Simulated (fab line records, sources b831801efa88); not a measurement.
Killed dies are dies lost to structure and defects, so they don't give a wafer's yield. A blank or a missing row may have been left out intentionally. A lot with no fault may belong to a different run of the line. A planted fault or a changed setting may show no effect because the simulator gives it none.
fab line records	flow sky130
record: lots: 14	wafers: 42	lastDay: 51
route steps=708 shown LDD_N@254 LDD_HVP@285 LDD_LDN@302 RES_XHIGH@338
lots with no fault: from the same line, run without faults
startH: the number of hours between the record's first day and the start of the first shown wafer of the lot	waitH: hours elapsed since this lot's preceding step	" the same as in the row above	L1.1+2: several wafers, shown together as one row	- value missing, or start not given	* or withheld: withheld	< > ~ a bound
route shown NAME@n: NAME is a module with steps in the file, n the number in the route of the first one	usual: mean and standard deviation over wafers with no fault	same: alike in all rows	chamber/n: place in a boat	sites: the reading at each site	_std_site: standard deviation of those values	_edge_site: outer sites' mean less inner sites'	radiusMm: for every site, how far away it sits from the centre of the wafer	mask NAME#n: copy n	behind: the last tool/chamber to shape the wafer	hold: the reason the lot was held/the length of the hold in hours/how it ended	device: names the non-switching transistor (n, p or np)	end of line: at the end of the route, the tests of the same wafers	a step with no rows: only its recipe	killed: dies that structure and defects cost at the first sort, which is not the same as the wafer's yield	map: dies across one wafer; x = killed, . = not, _ = none there
set.NAME: the run value of the setting; set.NAME@STEP: its run value at that earlier step	model.NAME: the simulator's own value behind a step, which no gauge read
the route's steps for a sample of lots (tables are steps, rows are wafers)
== steps ==
step: SKY_LDD_N_TW_MEAS_17
usual: LDD_N_TW: 2575/17
lot.wafer	tool	chamber	startH	waitH	LDD_N_TW
L933.2	filmMetro-03	-	419.06	0.1	2583
L933.3	"	-	"	"	2598
L933.4	"	-	"	"	2600
L934.1	filmMetro-04	-	434.68	0.1	2561
L934.4	"	-	"	"	2566
L934.6	"	-	"	"	2561
L935.1	filmMetro-03	-	453.00	0.1	2582
L935.3	"	-	"	"	2592
L935.5	"	-	"	"	2589
L937.2	filmMetro-03	-	456.59	0.1	2595
L937.4	"	-	"	"	2601
L937.6	"	-	"	"	2587
L938.1	filmMetro-03	-	464.03	0.1	2614
L938.3	"	-	"	"	2595
L938.6	"	-	"	"	2595
L940.2	filmMetro-01	-	475.24	0.1	2535
L940.5	"	-	"	"	2541
L940.6	"	-	"	"	2534
L941.1	filmMetro-03	-	486.60	0.1	2587
L941.2	"	-	"	"	2591
L941.3	"	-	"	"	2584
L942.2	filmMetro-04	-	505.41	0.1	2572
L942.3	"	-	"	"	2571
L942.6	"	-	"	"	2571
L943.2	filmMetro-04	-	506.04	0.1	2565
L943.3	"	-	"	"	2586
L943.5	"	-	"	"	2577
L947.4	filmMetro-04	-	545.36	0.1	2551
L947.5	"	-	"	"	2558
L947.6	"	-	"	"	2553
L951.3	filmMetro-03	-	575.22	0.1	2600
L951.4	"	-	"	"	2593
L951.5	"	-	"	"	2596
L953.3	filmMetro-04	-	595.54	0.1	2564
L953.4	"	-	"	"	2575
L953.5	"	-	"	"	2568
L954.1	filmMetro-01	-	595.82	0.1	2561
L954.5	"	-	"	"	2573
L954.6	"	-	"	"	2567
L955.1	filmMetro-03	-	603.92	0.1	2596
L955.3	"	-	"	"	2580
L955.4	"	-	"	"	2586
step: SKY_LDD_HVP_OVL_MEAS_07
usual: LDD_HVP_OVL: 0.1/1.1
lot.wafer	tool	chamber	startH	waitH	LDD_HVP_OVL[nm]
L933.2	overlay-02	-	511.92	0.1	-0.1
L933.3	"	-	"	"	1.7
L933.4	"	-	"	"	1.1
L934.1	overlay-02	-	527.86	0.1	-1.3
L934.4	"	-	"	"	-1.1
L934.6	"	-	"	"	-1.2
L935.1	overlay-01	-	545.36	0.1	-0.2
L935.3	"	-	"	"	0.5
L935.5	"	-	"	"	-0.7
L937.2	overlay-02	-	549.84	0.1	-0.5
L937.4	"	-	"	"	0.3
L937.6	"	-	"	"	-1.2
L938.1	overlay-02	-	555.31	0.1	0.2
L938.3	"	-	"	"	-0.5
L938.6	"	-	"	"	0.9
L940.2	overlay-02	-	568.58	0.1	-0.6
L940.5	"	-	"	"	0.1
L940.6	"	-	"	"	-0.5
L941.1	overlay-02	-	578.09	0.1	1.1
L941.2	"	-	"	"	-1.5
L941.3	"	-	"	"	-1.7
L942.2	overlay-02	-	597.19	0.1	0.2
L942.3	"	-	"	"	-0.3
L942.6	"	-	"	"	1.8
L943.2	overlay-02	-	597.92	0.1	-0.2
L943.3	"	-	"	"	0.8
L943.5	"	-	"	"	0.8
L947.4	overlay-01	-	635.96	0.1	-1.9
L947.5	"	-	"	"	-1.8
L947.6	"	-	"	"	-0.8
L951.3	overlay-02	-	664.89	0.1	-0.2
L951.4	"	-	"	"	-0.8
L951.5	"	-	"	"	1.6
L953.3	overlay-02	-	683.08	0.1	2.9
L953.4	"	-	"	"	1.6
L953.5	"	-	"	"	1.2
L954.1	overlay-01	-	683.97	0.1	1.4
L954.5	"	-	"	"	1.8
L954.6	"	-	"	"	2.0
L955.1	overlay-02	-	692.02	0.1	-0.3
L955.3	"	-	"	"	-2.8
L955.4	"	-	"	"	-1.9
step: SKY_LDD_LDN_TW_MEAS_13
usual: LDD_LDN_TW: 1473/11
lot.wafer	tool	chamber	startH	waitH	LDD_LDN_TW
L933.2	filmMetro-04	-	542.69	0.1	1459
L933.3	"	-	"	"	1463
L933.4	"	-	"	"	1463
L934.1	filmMetro-03	-	559.02	0.1	1484
L934.4	"	-	"	"	1482
L934.6	"	-	"	"	1481
L935.1	filmMetro-03	-	576.40	0.1	1486
L935.3	"	-	"	"	1479
L935.5	"	-	"	"	1479
L937.2	filmMetro-03	-	580.84	0.1	1483
L937.4	"	-	"	"	1481
L937.6	"	-	"	"	1479
L938.1	filmMetro-04	-	586.93	0.1	1470
L938.3	"	-	"	"	1470
L938.6	"	-	"	"	1481
L940.2	filmMetro-03	-	599.64	0.1	1477
L940.5	"	-	"	"	1485
L940.6	"	-	"	"	1480
L941.1	filmMetro-03	-	608.57	0.1	1482
L941.2	"	-	"	"	1481
L941.3	"	-	"	"	1485
L942.2	filmMetro-03	-	627.93	0.1	1475
L942.3	"	-	"	"	1483
L942.6	"	-	"	"	1483
L943.2	filmMetro-03	-	628.23	0.1	1480
L943.3	"	-	"	"	1483
L943.5	"	-	"	"	1475
L947.4	filmMetro-01	-	665.91	0.1	1464
L947.5	"	-	"	"	1456
L947.6	"	-	"	"	1460
L951.3	filmMetro-03	-	694.30	0.1	1488
L951.4	"	-	"	"	1479
L951.5	"	-	"	"	1488
L953.3	filmMetro-03	-	712.45	0.1	1483
L953.4	"	-	"	"	1491
L953.5	"	-	"	"	1493
L954.1	filmMetro-04	-	713.53	0.1	1475
L954.5	"	-	"	"	1477
L954.6	"	-	"	"	1472
L955.1	filmMetro-01	-	721.20	0.1	1460
L955.3	"	-	"	"	1456
L955.4	"	-	"	"	1463
step: SKY_RES_XHIGH_DEVELOP_06
recipe: resist: NOVOLAK	developer: TMAH	developTimeS: 60	devTempC: 23
usual: chillPlateTempC: 23.01/0.097	developTimeS: 60/0
lot.wafer	tool	chamber	startH	waitH	chillPlateTempC	developTimeS
L933.2	lithoTrack-02	0	637.09	0.1	22.99	60
L933.3	"	0	"	"	22.99	60
L933.4	"	0	"	"	23.10	60
L934.1	lithoTrack-03	0	651.29	0.1	23.18	60
L934.4	"	0	"	"	22.96	60
L934.6	"	0	"	"	23.08	60
L935.1	lithoTrack-01	0	666.47	0.1	23.12	60
L935.3	"	0	"	"	23.03	60
L935.5	"	0	"	"	22.91	60
L937.2	lithoTrack-02	0	670.29	0.1	22.88	60
L937.4	"	0	"	"	22.86	60
L937.6	"	0	"	"	23.05	60
L938.1	lithoTrack-02	0	677.01	0.1	23.00	60
L938.3	"	0	"	"	22.91	60
L938.6	"	0	"	"	22.94	60
L940.2	lithoTrack-02	0	689.29	0.1	23.17	60
L940.5	"	0	"	"	22.94	60
L940.6	"	0	"	"	23.07	60
L941.1	lithoTrack-02	-	697.71	0.1	-	-
L941.2	"	-	"	"	-	-
L941.3	"	-	"	"	-	-
L942.2	lithoTrack-03	-	716.26	0.1	-	-
L942.3	"	-	"	"	-	-
L942.6	"	-	"	"	-	-
L943.2	lithoTrack-01	0	717.20	0.1	23.24	60
L943.3	"	0	"	"	23.01	60
L943.5	"	0	"	"	23.03	60
L947.4	lithoTrack-03	0	751.16	0.1	23.03	60
L947.5	"	0	"	"	23.11	60
L947.6	"	0	"	"	22.92	60
L951.3	lithoTrack-03	0	779.39	0.1	22.99	60
L951.4	"	0	"	"	23.06	60
L951.5	"	0	"	"	22.90	60
L953.3	lithoTrack-03	0	795.79	0.1	23.13	60
L953.4	"	0	"	"	22.99	60
L953.5	"	0	"	"	23.01	60
L954.1	lithoTrack-02	0	797.71	0.1	22.93	60
L954.5	"	0	"	"	23.02	60
L954.6	"	0	"	"	22.83	60
L955.1	lithoTrack-03	0	805.29	0.1	22.98	60
L955.3	"	0	"	"	22.91	60
L955.4	"	0	"	"	23.02	60
step: SKY_RES_XHIGH_TW_MEAS_09
usual: RES_XHIGH_TW: 1639/15
lot.wafer	tool	chamber	startH	waitH	RES_XHIGH_TW
L933.2	filmMetro-04	-	637.47	0.1	1631
L933.3	"	-	"	"	1638
L933.4	"	-	"	"	1632
L934.1	filmMetro-01	-	651.69	0.1	1618
L934.4	"	-	"	"	1616
L934.6	"	-	"	"	1608
L935.1	filmMetro-04	-	666.87	0.1	1629
L935.3	"	-	"	"	1637
L935.5	"	-	"	"	1636
L937.2	filmMetro-02	-	670.67	0.1	1646
L937.4	"	-	"	"	1655
L937.6	"	-	"	"	1640
L938.1	filmMetro-02	-	677.41	0.1	1658
L938.3	"	-	"	"	1660
L938.6	"	-	"	"	1659
L940.2	filmMetro-02	-	689.67	0.1	1662
L940.5	"	-	"	"	1667
L940.6	"	-	"	"	1665
L941.1	filmMetro-01	-	698.11	0.1	30
L941.2	"	-	"	"	30
L941.3	"	-	"	"	29
L942.2	filmMetro-02	-	716.65	0.1	30
L942.3	"	-	"	"	30
L942.6	"	-	"	"	30
L943.2	filmMetro-02	-	717.58	0.1	1652
L943.3	"	-	"	"	1645
L943.5	"	-	"	"	1639
L947.4	filmMetro-01	-	751.52	0.1	1625
L947.5	"	-	"	"	1630
L947.6	"	-	"	"	1625
L951.3	filmMetro-02	-	779.76	0.1	1635
L951.4	"	-	"	"	1640
L951.5	"	-	"	"	1647
L953.3	filmMetro-01	-	796.16	0.1	1630
L953.4	"	-	"	"	1617
L953.5	"	-	"	"	1622
L954.1	filmMetro-02	-	798.11	0.1	1643
L954.5	"	-	"	"	1645
L954.6	"	-	"	"	1645
L955.1	filmMetro-02	-	805.69	0.1	1654
L955.3	"	-	"	"	1656
L955.4	"	-	"	"	1642
== key ==
firstSign: step: SKY_RES_XHIGH_DEVELOP_06	reading: toolRecord	direction: missing
effect: step: SKY_RES_XHIGH_TW_MEAS_09	reading: RES_XHIGH_TW	direction: down	sigmas: 99+	usual: 1639	struck: 30
metAt SKY_RES_XHIGH_DEVELOP_06
struckLots L941,L942
sortLeftOut L941.1,L941.2,L941.3,L942.2,L942.3,L942.6
testerLeftOut L941,L942
notActingAt SKY_LDD_N_TW_MEAS_17,SKY_LDD_HVP_OVL_MEAS_07,SKY_LDD_LDN_TW_MEAS_13
onsetBetween 689.29 697.71
fault: kind: skippedStepWhole	tool: lithoTrack-02,lithoTrack-03	chamber: -	onsetH: 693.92	steps: SKY_RES_XHIGH_DEVELOP_06	scope: struckLotsOnly
testerLeftOut: of these lots the tester's yield and bins aren't shown, on N5 and GAA mostly nor the transistor test; their killed dies are dies lost to structure and defects alone, not to doping, threshold or leakage, so they don't give the yield
sortLeftOut: the simulated sort isn't trusted on such a fault, so these wafers' sort isn't shown, and their yield isn't known
